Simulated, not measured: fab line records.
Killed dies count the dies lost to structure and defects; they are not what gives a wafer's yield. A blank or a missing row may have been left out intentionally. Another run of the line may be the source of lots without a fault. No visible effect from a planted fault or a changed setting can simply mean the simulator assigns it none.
fab line records | flow sky130
[record] lots = 5 | wafers = 15 | lastDay = 50
route steps=708 shown POLY_GATE@229 LDD_N@237 LDD_P@255 LDD_HVN@267 LDD_HVP@288 LDD_LDN@302 SD_P@331 RES_XHIGH@341 PAD_OPEN@708
lots with no fault: from the same line, run without faults
startH: the number of hours between the record's first day and the start of the first shown wafer of the lot | waitH: hours since the lot's step before | " repeats the value in the row above | L1.1+2: a row that stands for several wafers | - value missing, or start not given | * or withheld: withheld | < > ~ a bound
route shown NAME@n: a module of which the file shows steps, and the number in the route of the first | usual: average and standard deviation across the fault-free wafers | same: alike in all rows | chamber/n: place in a boat | sites: each site's reading | _std_site: standard deviation of those values | _edge_site: outer sites' mean less inner sites' | radiusMm: for every site, how far away it sits from the centre of the wafer | mask NAME#n: copy n | behind: the most recent tool/chamber to have shaped the wafer | hold: cause of the lot's hold/its duration in hours/its outcome | device: names the non-switching transistor (n, p or np) | end of line: the same wafers' tests at the end of the route | step lacking rows: just its recipe | killed: the dies lost at the first sort to structure and to defects; this is not the yield of the wafer | map: shows each die of a wafer: x if killed, . if not, _ if none is there
set.NAME: the setting as run; set.NAME@STEP: as run at that earlier step | model.NAME: the simulator's own value behind a step, which no gauge read
lots at selected steps of the route; one table per step, one row per wafer
services: from which hour (startH, from the record's first day; less than 0 if before it) a tool's chamber was out of use, for how many hours, and why
[[steps]]
[step SKY_POLY_GATE_ETCH_15]
[recipe] chemistry = N2/H2 | target = BARC | ionEnergyEv = 200 | sourceW = 500 | biasW = 100 | pressureMtorr = 30 | n2FlowSccm = 100 | h2FlowSccm = 200 | stopOn = SiO2 | timeS = 118.5 | targetDepthA = 1100
[step SKY_POLY_GATE_ETCH_16]
[recipe] stopOn = poly-Si | chemistry = CH3F/O2 | target = Si3N4 | sourceW = 400 | biasW = 80.85 | pressureMtorr = 25 | ch3fFlowSccm = 40 | O2_flow_sccm = 30 | timeS = 147.5 | targetDepthA = 750
[step SKY_POLY_GATE_ETCH_17]
[recipe] targetDepthNm = 180 | stopOn = SiO2 | overEtchFrac = 0.56667 | chemistry = HBr/Cl2 | target = poly-Si | icpW = 400 | biasW = 100 | pressureMtorr = 10 | HBr_flow_sccm = 150 | Cl2_flow_sccm = 50 | timeS = 70.5
[step SKY_POLY_GATE_STRIP_18]
[recipe] chemistry = O2/N2 | powerW = 1400 | pressureMtorr = 1500 | platenTempC = withheld | o2FlowSccm = 3000 | n2FlowSccm = 300 | overashFraction = 0.5
[step SKY_POLY_GATE_CLEAN_19]
[recipe] chemistry = SC1/SC2 | mix = 1:4:20 | tempC = 70 | timeS = 150 | dry = n2Spin
[step SKY_POLY_GATE_OXIDATION_20]
[recipe] tempC = 850 | ambient = O2 | stabiliseS = 600 | purgeS = 300 | targetThkA = 40 | oxTimeS = 899
[step SKY_LDD_N_DEHYDRATE_00]
[recipe] tempC = 200 | timeS = 60
[step SKY_LDD_N_HMDS_01]
[recipe] primeTimeS = 60 | primeTempC = 120
[step SKY_LDD_N_COAT_02]
[recipe] resist = NOVOLAK | spinRpm = 3000 | resistThkNm = 300
[usual] chillPlateTempC = 23.00/0.11 | dispensePressureKPa = 52.1/2.2
lot.wafer | tool          | chamber | startH | waitH | chillPlateTempC | dispensePressureKPa
L947.1    | lithoTrack-01 | -       | 452.02 | 0.1   | -               | -
L947.4    | "             | -       | "      | "     | -               | -
L947.5    | "             | -       | "      | "     | -               | -
L948.1    | lithoTrack-03 | -       | 470.01 | 0.1   | -               | -
L948.5    | "             | -       | "      | "     | -               | -
L948.6    | "             | -       | "      | "     | -               | -
L949.1    | lithoTrack-01 | -       | 474.22 | 0.1   | -               | -
L949.4    | "             | -       | "      | "     | -               | -
L949.6    | "             | -       | "      | "     | -               | -
L952.3    | lithoTrack-03 | 0       | 515.51 | 0.1   | 23.09           | 52.5
L952.4    | "             | 0       | "      | "     | 23.02           | 52.4
L952.5    | "             | 0       | "      | "     | 22.96           | 52.4
L962.4    | lithoTrack-03 | 0       | 572.19 | 0.1   | 22.97           | 52.5
L962.5    | "             | 0       | "      | "     | 23.08           | 52.5
L962.6    | "             | 0       | "      | "     | 23.10           | 52.5
[step SKY_LDD_N_SOFTBAKE_03]
[recipe] tempC = 90 | timeS = 60 | resist = NOVOLAK
[step SKY_LDD_N_EXPOSE_04]
[recipe] maskId = NTM | targetCdNm = 840 | na = 0.6 | sourceShape = conventional | sigmaOuter = 0.6 | doseMj = 110
[step SKY_LDD_N_PEB_05]
[recipe] tempC = withheld | timeS = * | resist = NOVOLAK
[step SKY_LDD_N_DEVELOP_06]
[recipe] developTimeS = 60 | devTempC = 23
[step SKY_LDD_N_OVL_MEAS_07]
[usual] LDD_N_OVL = -0.7/1.3
lot.wafer | tool       | chamber | startH | waitH | LDD_N_OVL[nm]
L947.1    | overlay-02 | -       | 468.16 | 0.1   | -
L947.4    | "          | -       | "      | "     | -
L947.5    | "          | -       | "      | "     | -
L948.1    | overlay-02 | -       | 484.42 | 0.1   | -
L948.5    | "          | -       | "      | "     | -
L948.6    | "          | -       | "      | "     | -
L949.1    | overlay-02 | -       | 489.16 | 0.1   | -
L949.4    | "          | -       | "      | "     | -
L949.6    | "          | -       | "      | "     | -
L952.3    | overlay-02 | -       | 531.33 | 0.1   | 0.4
L952.4    | "          | -       | "      | "     | -0.3
L952.5    | "          | -       | "      | "     | 0.8
L962.4    | overlay-01 | -       | 587.59 | 0.1   | 0.2
L962.5    | "          | -       | "      | "     | -3.2
L962.6    | "          | -       | "      | "     | -1.0
[step SKY_LDD_N_IMPLANT_08]
[recipe] species = As | energyKev = 20 | doseCm2 = 7.5e+13 | tiltDeg = withheld | rotationDeg = 23
[step SKY_LDD_N_IMPLANT_09]
[recipe] species = As | energyKev = 19.87 | doseCm2 = 7.5e+13 | tiltDeg = withheld | rotationDeg = 113
[step SKY_LDD_N_IMPLANT_10]
[recipe] species = As | energyKev = 20 | doseCm2 = 7.5e+13 | tiltDeg = withheld | rotationDeg = 203
[step SKY_LDD_N_IMPLANT_11]
[recipe] species = As | energyKev = 20 | doseCm2 = 7.5e+13 | tiltDeg = withheld | rotationDeg = 293
[step SKY_LDD_N_IMPLANT_12]
[recipe] species = BF2 | energyKev = 50 | doseCm2 = 5e+12 | tiltDeg = 30 | rotationDeg = 0
[step SKY_LDD_N_IMPLANT_13]
[recipe] species = BF2 | energyKev = 50 | doseCm2 = 5e+12 | tiltDeg = 30 | rotationDeg = 90
[step SKY_LDD_N_IMPLANT_14]
[recipe] species = BF2 | energyKev = 50 | doseCm2 = 5e+12 | tiltDeg = 30 | rotationDeg = 180
[step SKY_LDD_N_IMPLANT_15]
[recipe] species = BF2 | energyKev = 50 | doseCm2 = 5e+12 | tiltDeg = 30 | rotationDeg = 270
[step SKY_LDD_N_STRIP_16]
[recipe] chemistry = O2/N2 | powerW = 1400 | pressureMtorr = 1500 | platenTempC = withheld | o2FlowSccm = 3000 | n2FlowSccm = 300 | overashFraction = 0.5
[step SKY_LDD_P_DEHYDRATE_00]
[recipe] tempC = 200 | timeS = 60
[step SKY_LDD_P_HMDS_01]
[recipe] primeTimeS = 60 | primeTempC = 120
[step SKY_LDD_P_COAT_02]
[recipe] resist = NOVOLAK | spinRpm = 3000 | resistThkNm = 1140
[step SKY_LDD_P_SOFTBAKE_03]
[recipe] tempC = 90 | timeS = 60 | resist = NOVOLAK
[step SKY_LDD_P_EXPOSE_04]
[recipe] maskId = PSDM | na = 0.6 | sourceShape = conventional | sigmaOuter = 0.6 | polarization = unpolarized | targetCdNm = 380 | doseMj = 138
[step SKY_LDD_P_PEB_05]
[recipe] tempC = withheld | timeS = * | resist = NOVOLAK
[step SKY_LDD_P_DEVELOP_06]
[recipe] resist = NOVOLAK | developer = TMAH | developTimeS = 60 | devTempC = 23
[step SKY_LDD_P_IMPLANT_09]
[recipe] species = BF2 | energyKev = 25 | doseCm2 = 1e+13 | tiltDeg = withheld
[step SKY_LDD_P_STRIP_10]
[recipe] chemistry = O2/N2 | powerW = 1400 | pressureMtorr = 1500 | platenTempC = withheld | o2FlowSccm = 3000 | n2FlowSccm = 300 | overashFraction = 0.5
[step SKY_LDD_P_TW_MEAS_11]
[usual] LDD_P_TW = 635/14
lot.wafer | tool         | chamber | startH | waitH | LDD_P_TW
L947.1    | filmMetro-04 | -       | 500.12 | 0.1   | 2542
L947.4    | "            | -       | "      | "     | 2539
L947.5    | "            | -       | "      | "     | 2537
L948.1    | filmMetro-04 | -       | 516.08 | 0.1   | 2558
L948.5    | "            | -       | "      | "     | 2570
L948.6    | "            | -       | "      | "     | 2558
L949.1    | filmMetro-04 | -       | 520.40 | 0.1   | 2553
L949.4    | "            | -       | "      | "     | 2562
L949.6    | "            | -       | "      | "     | 2571
L952.3    | filmMetro-04 | -       | 563.44 | 0.1   | 625
L952.4    | "            | -       | "      | "     | 627
L952.5    | "            | -       | "      | "     | 626
L962.4    | filmMetro-04 | -       | 617.40 | 0.1   | 633
L962.5    | "            | -       | "      | "     | 625
L962.6    | "            | -       | "      | "     | 629
[step SKY_LDD_HVN_DEHYDRATE_00]
[recipe] tempC = 200 | timeS = 60
[step SKY_LDD_HVN_HMDS_01]
[recipe] primeTimeS = 60 | primeTempC = 120
[step SKY_LDD_HVN_TW_MEAS_10]
[usual] LDD_HVN_TW = 1438/26
lot.wafer | tool         | chamber | startH | waitH | LDD_HVN_TW
L947.1    | filmMetro-02 | -       | 530.35 | 0.1   | 2785
L947.4    | "            | -       | "      | "     | 2792
L947.5    | "            | -       | "      | "     | 2789
L948.1    | filmMetro-01 | -       | 546.10 | 0.1   | 2676
L948.5    | "            | -       | "      | "     | 2661
L948.6    | "            | -       | "      | "     | 2672
L949.1    | filmMetro-03 | -       | 549.78 | 0.1   | 2669
L949.4    | "            | -       | "      | "     | 2682
L949.6    | "            | -       | "      | "     | 2671
L952.3    | filmMetro-02 | -       | 593.27 | 0.1   | 1491
L952.4    | "            | -       | "      | "     | 1479
L952.5    | "            | -       | "      | "     | 1486
L962.4    | filmMetro-02 | -       | 646.28 | 0.1   | 1467
L962.5    | "            | -       | "      | "     | 1472
L962.6    | "            | -       | "      | "     | 1478
[step SKY_LDD_HVP_TW_MEAS_10]
[usual] LDD_HVP_TW = 460/9.6
lot.wafer | tool         | chamber | startH | waitH | LDD_HVP_TW
L947.1    | filmMetro-01 | -       | 561.05 | 0.1   | 2568
L947.4    | "            | -       | "      | "     | 2553
L947.5    | "            | -       | "      | "     | 2559
L948.1    | filmMetro-02 | -       | 576.20 | 0.1   | 2664
L948.5    | "            | -       | "      | "     | 2675
L948.6    | "            | -       | "      | "     | 2662
L949.1    | filmMetro-04 | -       | 579.96 | 0.1   | 2534
L949.4    | "            | -       | "      | "     | 2540
L949.6    | "            | -       | "      | "     | 2530
L952.3    | filmMetro-02 | -       | 622.33 | 0.1   | 473
L952.4    | "            | -       | "      | "     | 474
L952.5    | "            | -       | "      | "     | 473
L962.4    | filmMetro-01 | -       | 674.25 | 0.1   | 454
L962.5    | "            | -       | "      | "     | 452
L962.6    | "            | -       | "      | "     | 454
[step SKY_LDD_LDN_TW_MEAS_13]
[usual] LDD_LDN_TW = 1464/8.3
lot.wafer | tool         | chamber | startH | waitH | LDD_LDN_TW
L947.1    | filmMetro-03 | -       | 591.36 | 0.1   | 2610
L947.4    | "            | -       | "      | "     | 2633
L947.5    | "            | -       | "      | "     | 2614
L948.1    | filmMetro-04 | -       | 606.45 | 0.1   | 2608
L948.5    | "            | -       | "      | "     | 2606
L948.6    | "            | -       | "      | "     | 2592
L949.1    | filmMetro-03 | -       | 609.70 | 0.1   | 2615
L949.4    | "            | -       | "      | "     | 2631
L949.6    | "            | -       | "      | "     | 2632
L952.3    | filmMetro-03 | -       | 650.87 | 0.1   | 1451
L952.4    | "            | -       | "      | "     | 1446
L952.5    | "            | -       | "      | "     | 1446
L962.4    | filmMetro-03 | -       | 701.64 | 0.1   | 1460
L962.5    | "            | -       | "      | "     | 1452
L962.6    | "            | -       | "      | "     | 1446
[step SKY_SD_P_TW_MEAS_11]
[usual] SD_P_TW = 2834/58
lot.wafer | tool         | chamber | startH | waitH | SD_P_TW
L947.1    | filmMetro-03 | -       | 650.52 | 0.1   | 2979
L947.4    | "            | -       | "      | "     | 2979
L947.5    | "            | -       | "      | "     | 2980
L948.1    | filmMetro-01 | -       | 665.62 | 0.1   | 3011
L948.5    | "            | -       | "      | "     | 3005
L948.6    | "            | -       | "      | "     | 3006
L949.1    | filmMetro-01 | -       | 668.67 | 0.1   | 3014
L949.4    | "            | -       | "      | "     | 2991
L949.6    | "            | -       | "      | "     | 2997
L952.3    | filmMetro-01 | -       | 708.34 | 0.1   | 2795
L952.4    | "            | -       | "      | "     | 2795
L952.5    | "            | -       | "      | "     | 2798
L962.4    | filmMetro-03 | -       | 757.70 | 0.1   | 2784
L962.5    | "            | -       | "      | "     | 2778
L962.6    | "            | -       | "      | "     | 2783
[step SKY_RES_XHIGH_TW_MEAS_09]
[usual] RES_XHIGH_TW = 1646/33
lot.wafer | tool         | chamber | startH | waitH | RES_XHIGH_TW
L947.1    | filmMetro-03 | -       | 677.91 | 0.1   | 2647
L947.4    | "            | -       | "      | "     | 2649
L947.5    | "            | -       | "      | "     | 2627
L948.1    | filmMetro-01 | -       | 693.21 | 0.1   | 2649
L948.5    | "            | -       | "      | "     | 2644
L948.6    | "            | -       | "      | "     | 2634
L949.1    | filmMetro-03 | -       | 696.55 | 0.1   | 2632
L949.4    | "            | -       | "      | "     | 2621
L949.6    | "            | -       | "      | "     | 2634
L952.3    | filmMetro-02 | -       | 735.79 | 0.1   | 1688
L952.4    | "            | -       | "      | "     | 1686
L952.5    | "            | -       | "      | "     | 1689
L962.4    | filmMetro-02 | -       | 784.84 | 0.1   | 1686
L962.5    | "            | -       | "      | "     | 1679
L962.6    | "            | -       | "      | "     | 1688
[step SKY_PAD_OPEN_PROBE_99]
[usual] killed_at_M0_to_M3 = 44/7.3 | killed_at_M4_up = 3.1/1.9 | killedAtContacts = 24/5.3 | killedAtFrontEnd = 15/4 | killedAtOther = 0.4/0.6 | killedDies = 86/9.2 | killedOnRim = 17/3.5 | killedOpen = 47/6.9 | killedShort = 39/6.9
[same] grossDies = 492 | killedAtBackSide = 0
lot.wafer | tool      | chamber | startH  | waitH | killed_at_M0_to_M3 | killed_at_M4_up | killedAtContacts | killedAtFrontEnd | killedAtOther | killedDies | killedOnRim | killedOpen | killedShort
L947.1    | prober-01 | -       | 1116.16 | 0.1   | 41                 | 2               | 22               | 427              | 0             | 492        | 96          | 48         | 36
L947.4    | prober-01 | -       | 1116.31 | 0.2   | 46                 | 8               | 27               | 410              | 1             | 492        | 96          | 42         | 52
L947.5    | prober-01 | -       | 1116.36 | 0.2   | 30                 | 1               | 37               | 423              | 1             | 492        | 96          | 50         | 39
L948.1    | prober-02 | -       | 1124.52 | 0.1   | 39                 | 2               | 26               | 425              | 0             | 492        | 96          | 53         | 32
L948.5    | prober-02 | -       | 1124.72 | 0.2   | 31                 | 2               | 26               | 433              | 0             | 492        | 96          | 43         | 32
L948.6    | prober-02 | -       | 1124.77 | 0.2   | 48                 | 4               | 22               | 418              | 0             | 492        | 96          | 56         | 37
L949.1    | prober-01 | -       | 1133.20 | 0.1   | 45                 | 4               | 22               | 421              | 0             | 492        | 96          | 57         | 36
L949.4    | prober-01 | -       | 1133.35 | 0.2   | 46                 | 6               | 27               | 413              | 0             | 492        | 96          | 52         | 39
L949.6    | prober-01 | -       | 1133.45 | 0.2   | 36                 | 2               | 34               | 420              | 0             | 492        | 96          | 46         | 33
L952.3    | prober-01 | -       | 1154.82 | 0.2   | 47                 | 5               | 23               | 16               | 0             | 91         | 17          | 48         | 43
L952.4    | prober-01 | -       | 1154.87 | 0.2   | 46                 | 2               | 26               | 14               | 0             | 88         | 13          | 50         | 38
L952.5    | prober-01 | -       | 1154.92 | 0.2   | 61                 | 4               | 34               | 10               | 0             | 109        | 26          | 55         | 54
L962.4    | prober-02 | -       | 1190.92 | 0.2   | 48                 | 2               | 20               | 17               | 1             | 88         | 18          | 48         | 40
L962.5    | prober-02 | -       | 1190.97 | 0.2   | 51                 | 6               | 22               | 22               | 0             | 101        | 21          | 67         | 34
L962.6    | prober-02 | -       | 1191.02 | 0.2   | 58                 | 2               | 15               | 11               | 0             | 86         | 17          | 55         | 31
// killed by level:class
L947.1 LDD_N:areaExpose=408 VIA1:geometricParticle:open=13 LI_CONTACT:geometricParticle:open=8 POLY_GATE:geometricParticle:open=7 VIA2:geometricParticle:short=6 CONTACT:geometricParticle:short=5 METAL1:geometricParticle:short=5 VIA2:geometricParticle:open=5
L947.4 LDD_N:areaExpose=397 VIA2:geometricParticle:open=8 METAL1:geometricParticle:short=7 LI_CONTACT:geometricParticle:open=7 CONTACT:geometricParticle:open=7 VIA2:geometricParticle:short=7 VIA1:geometricParticle:open=6 METAL2:geometricParticle:short=5
L947.5 LDD_N:areaExpose=402 LI_CONTACT:geometricParticle:open=10 CONTACT:geometricParticle:open=8 CONTACT:geometricParticle:short=8 FIELD_ISO:geometricParticle:open=6 POLY_GATE:geometricParticle:open=5 LI_CONTACT:geometricParticle:short=5 FIELD_ISO:geometricParticle:short=4
L948.1 LDD_N:areaExpose=407 CONTACT:geometricParticle:open=10 VIA2:geometricParticle:open=10 LI_CONTACT:geometricParticle:open=7 VIA1:geometricParticle:open=6 FIELD_ISO:geometricParticle:open=5 VIA1:geometricParticle:short=5 FIELD_ISO:geometricParticle:short=4
L948.5 LDD_N:areaExpose=417 CONTACT:geometricParticle:open=9 POLY_GATE:geometricParticle:open=6 VIA1:geometricParticle:open=6 VIA2:geometricParticle:open=6 LI_CONTACT:geometricParticle:open=5 LOCAL_INTERCONNECT:geometricParticle:short=5 LI_CONTACT:geometricParticle:short=4
L948.6 LDD_N:areaExpose=399 CONTACT:geometricParticle:open=12 VIA1:geometricParticle:open=9 FIELD_ISO:geometricParticle:open=8 VIA3:geometricParticle:open=7 POLY_GATE:geometricParticle:open=5 METAL1:geometricParticle:short=5 VIA2:geometricParticle:open=5
L949.1 LDD_N:areaExpose=399 VIA1:geometricParticle:open=10 VIA2:geometricParticle:short=8 VIA3:geometricParticle:open=8 FIELD_ISO:geometricParticle:open=7 LI_CONTACT:geometricParticle:open=7 CONTACT:geometricParticle:short=7 CONTACT:geometricParticle:open=7
L949.4 LDD_N:areaExpose=401 VIA1:geometricParticle:open=14 LI_CONTACT:geometricParticle:open=8 VIA2:geometricParticle:open=8 CONTACT:geometricParticle:open=6 CONTACT:geometricParticle:short=6 LOCAL_INTERCONNECT:geometricParticle:short=5 VIA1:geometricParticle:short=4
L949.6 LDD_N:areaExpose=413 LOCAL_INTERCONNECT:geometricParticle:short=10 CONTACT:geometricParticle:open=9 VIA1:geometricParticle:open=9 LI_CONTACT:geometricParticle:open=8 VIA3:geometricParticle:open=8 METAL2:geometricParticle:short=6 CONTACT:geometricParticle:short=5
L952.3 VIA1:geometricParticle:open=11 CONTACT:geometricParticle:open=8 VIA2:geometricParticle:open=8 METAL2:geometricParticle:short=8 METAL1:geometricParticle:short=6 LI_CONTACT:geometricParticle:open=5 VIA1:geometricParticle:short=5 FIELD_ISO:geometricParticle:open=4
L952.4 CONTACT:geometricParticle:open=9 LI_CONTACT:geometricParticle:open=8 VIA1:geometricParticle:open=8 METAL1:geometricParticle:short=6 FIELD_ISO:geometricParticle:open=5 LOCAL_INTERCONNECT:geometricParticle:short=5 METAL2:geometricParticle:short=5 VIA3:geometricParticle:short=5
L952.5 VIA1:geometricParticle:open=14 LOCAL_INTERCONNECT:geometricParticle:short=10 METAL2:geometricParticle:short=10 VIA3:geometricParticle:open=10 CONTACT:geometricParticle:open=9 LI_CONTACT:geometricParticle:open=7 VIA2:geometricParticle:open=7 METAL1:geometricParticle:short=6
L962.4 VIA1:geometricParticle:open=12 LI_CONTACT:geometricParticle:open=8 METAL2:geometricParticle:short=6 VIA2:geometricParticle:open=6 VIA3:geometricParticle:open=6 FIELD_ISO:geometricParticle:short=5 CONTACT:geometricParticle:short=4 METAL3:geometricParticle:short=4
L962.5 VIA2:geometricParticle:open=15 VIA1:geometricParticle:open=11 CONTACT:geometricParticle:open=9 FIELD_ISO:geometricParticle:open=7 METAL2:geometricParticle:short=7 SPACER:geometricParticle:open=6 LI_CONTACT:geometricParticle:open=6 CONTACT:geometricParticle:short=5
L962.6 VIA1:geometricParticle:open=20 VIA3:geometricParticle:open=10 VIA2:geometricParticle:open=6 VIA2:geometricParticle:short=5 LI_CONTACT:geometricParticle:open=5 FIELD_ISO:geometricParticle:open=4 POLY_GATE:geometricParticle:open=4 LOCAL_INTERCONNECT:geometricParticle:short=4
// map L947.1 (x killed, . not)
__________xxxxxxxxxx_________
________xxxxxxxxxxxxxx_______
______xxxxxxxxxxxxxxxxxx_____
_____xxxxxxxxxxxxxxxxxxxx____
____xxxxxxxxxxxxxxxxxxxxxx___
___xxxxxxxxxxxxxxxxxxxxxxxx__
__xxxxxxxxxxxxxxxxxxxxxxxxxx_
_xxxxxxxxxxxxxxxxxxxxxxxxxxxx
_xxxxxxxxxxxxxxxxxxxxxxxxxxxx
_xxxxxxxxxxxxxxxxxxxxxxxxxxxx
_xxxxxxxxxxxxxxxxxxxxxxxxxxxx
_xxxxxxxxxxxxxxxxxxxxxxxxxxxx
_xxxxxxxxxxxxxxxxxxxxxxxxxxxx
_xxxxxxxxxxxxxxxxxxxxxxxxxxxx
_xxxxxxxxxxxxxxxxxxxxxxxxxxxx
__xxxxxxxxxxxxxxxxxxxxxxxxxx_
___xxxxxxxxxxxxxxxxxxxxxxxx__
____xxxxxxxxxxxxxxxxxxxxxx___
_____xxxxxxxxxxxxxxxxxxxx____
______xxxxxxxxxxxxxxxxxx_____
________xxxxxxxxxxxxxx_______
__________xxxxxxxxxx_________
// map L948.1 (x killed, . not)
__________xxxxxxxxxx_________
________xxxxxxxxxxxxxx_______
______xxxxxxxxxxxxxxxxxx_____
_____xxxxxxxxxxxxxxxxxxxx____
____xxxxxxxxxxxxxxxxxxxxxx___
___xxxxxxxxxxxxxxxxxxxxxxxx__
__xxxxxxxxxxxxxxxxxxxxxxxxxx_
_xxxxxxxxxxxxxxxxxxxxxxxxxxxx
_xxxxxxxxxxxxxxxxxxxxxxxxxxxx
_xxxxxxxxxxxxxxxxxxxxxxxxxxxx
_xxxxxxxxxxxxxxxxxxxxxxxxxxxx
_xxxxxxxxxxxxxxxxxxxxxxxxxxxx
_xxxxxxxxxxxxxxxxxxxxxxxxxxxx
_xxxxxxxxxxxxxxxxxxxxxxxxxxxx
_xxxxxxxxxxxxxxxxxxxxxxxxxxxx
__xxxxxxxxxxxxxxxxxxxxxxxxxx_
___xxxxxxxxxxxxxxxxxxxxxxxx__
____xxxxxxxxxxxxxxxxxxxxxx___
_____xxxxxxxxxxxxxxxxxxxx____
______xxxxxxxxxxxxxxxxxx_____
________xxxxxxxxxxxxxx_______
__________xxxxxxxxxx_________
[[services]]
tool          | chamber | startH | hours | kind
lithoTrack-01 | -       | 555.43 | -     | consumableReplace:filter
[[key]]
[firstSign] step = SKY_LDD_N_COAT_02 | reading = toolRecord | direction = missing
[effect] step = SKY_LDD_N_OVL_MEAS_07 | reading = LDD_N_OVL | direction = missing
[effect] step = SKY_LDD_P_TW_MEAS_11 | reading = LDD_P_TW | direction = up | sigmas = 99+ | usual = 635 | struck = 2554
[effect] step = SKY_LDD_HVN_TW_MEAS_10 | reading = LDD_HVN_TW | direction = up | sigmas = 49 | usual = 1438 | struck = 2711
[effect] step = SKY_LDD_HVP_TW_MEAS_10 | reading = LDD_HVP_TW | direction = up | sigmas = 99+ | usual = 460 | struck = 2587
[effect] step = SKY_LDD_LDN_TW_MEAS_13 | reading = LDD_LDN_TW | direction = up | sigmas = 99+ | usual = 1464 | struck = 2616
[effect] step = SKY_SD_P_TW_MEAS_11 | reading = SD_P_TW | direction = up | sigmas = 2.8 | usual = 2834 | struck = 2996
[effect] step = SKY_RES_XHIGH_TW_MEAS_09 | reading = RES_XHIGH_TW | direction = up | sigmas = 30 | usual = 1646 | struck = 2637
[effect] step = SKY_PAD_OPEN_PROBE_99 | reading = killedAtFrontEnd | direction = up | sigmas = 99+ | usual = 15 | struck = 421
[moreKillsBornAt] SKY_LDD_N_EXPOSE_04@ilineStepper-02 = 2431 | SKY_LDD_N_EXPOSE_04@ilineStepper-01 = 1213
metAt SKY_LDD_N_COAT_02
struckWafers L947.1,L947.4,L947.5,L948.1,L948.5,L948.6,L949.1,L949.4,L949.6
testerLeftOut L947,L948,L949
[fault] kind = skippedStepWhole | tool = lithoTrack-01,lithoTrack-03 | chamber = - | onsetH = 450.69 | steps = SKY_LDD_N_COAT_02 | scope = struckLotsOnly
// testerLeftOut: of these lots the tester's yield and bins aren't shown, on N5 and GAA mostly nor the transistor test; their killed dies are dies lost to structure and defects alone, not to doping, threshold or leakage, so they don't give the yield
